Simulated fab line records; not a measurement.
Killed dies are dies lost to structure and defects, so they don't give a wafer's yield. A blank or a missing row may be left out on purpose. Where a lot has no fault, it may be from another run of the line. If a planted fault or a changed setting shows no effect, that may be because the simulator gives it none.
Problem report in the 8D (eight disciplines) form, filled by code	flow gf180mcu	the parts of the form that need people (team, actions taken, sign-off) are left out

1. WHAT WENT WRONG
oesProductAu at GF_TOP_METAL_METAL_ETCH_16 reads a mean of 0.801 a.u. on 6 wafers of 2 lots; wafers without a fault read 0.966 a.u. with a standard deviation of 0.0063. Relative to the usual mean, that is a shift of -26 standard deviations.
The step: etches the open film in Cl2/BCl3, stops on SiO2, target depth 1077.5 nm, time 179.6 s.
Earliest sighting: wafer L775.1 on rieMetal-04 at day 33 01:02. Wafers with a number at this step in the record: 42, from 14 lots. Rule for "out", or "out of limits": more than 4 standard deviations from the usual mean. The rest of the wafers with a number are treated as sound.

2. WHAT IT IS, WHAT IT ISN'T
question	is	is not
which readings at this step	oesProductAu, throttleValvePct	-
which lots	L775, L781	L760, L761, L762, L766, L767, L769, L770, L771, L774, L777, L782, L783
which wafers of those lots	all that have a number	-
read on which tools	rieMetal-04	rieMetal-02
when	from day 33 01:02	up to then (27 sound wafers); but 9 sound wafers of L777, L782, L783 came after

3. SUSPECTS, AND WHAT RULES EACH OUT
Counting: a tool at any process step up to the reading remains a suspect when it ran all the lots that are out and ran no sound lot after the first of those.
- rieDiel-04 at GF_V5_ETCH_16 (etches BARC in N2/H2): ruled out as a lasting fault. After its first lot that is out, L775 (day 32 06:55), sound lots L783 ran on it.
- rieMetal-04 at GF_TOP_METAL_METAL_ETCH_16 (etches the open film in Cl2/BCl3, stops on SiO2, target depth 1077.5 nm, time 179.6 s): kept. It processed each lot that is out, first L775 at day 33 01:02, and no sound lot thereafter; up to then, the last sound lot it processed was L771 at day 31 20:08. Its own oesProductAu, throttleValvePct readings are out on those wafers.
Left after counting: rieMetal-04 at GF_TOP_METAL_METAL_ETCH_16.

4. THE CAUSE (what the simulator had put in)
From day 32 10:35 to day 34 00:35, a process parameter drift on rieMetal-04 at GF_TOP_METAL_METAL_ETCH_16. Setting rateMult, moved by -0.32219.
This tool alone remained once counting was done.

5. THE CHAIN OF EFFECTS, in route order
One row per reading whose mean, taken over the struck wafers that have a number, lies over 3 standard deviations from the usual. Readings are gone through only where the record gives a usual standard deviation; hours: the median, over the lots, of the time from a lot's start at the first step in this table giving one to that lot's start at this step; sigmas: the change measured in usual standard deviations.
hours	step	reading	usual	on struck wafers	change	sigmas
0	GF_TOP_METAL_METAL_ETCH_16	oesProductAu	0.966 a.u.	0.801	-0.165	-26
0	GF_TOP_METAL_METAL_ETCH_16	throttleValvePct	28.257 %	28.442	+0.184	+17
0	GF_TOP_METAL_STRIP_17	stripTimeToEndpointS	13.45 s	15.04	+1.60	+16
The process steps in it:
- GF_TOP_METAL_METAL_ETCH_16: etches the open film in Cl2/BCl3, stops on SiO2, target depth 1077.5 nm, time 179.6 s.
- GF_TOP_METAL_STRIP_17: strips in O2/N2.

6. HOW IT WOULD HAVE BEEN CAUGHT EARLIER
The fault began at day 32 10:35; the first out-of-limits reading in this record came at day 33 01:02, 14 hours later.
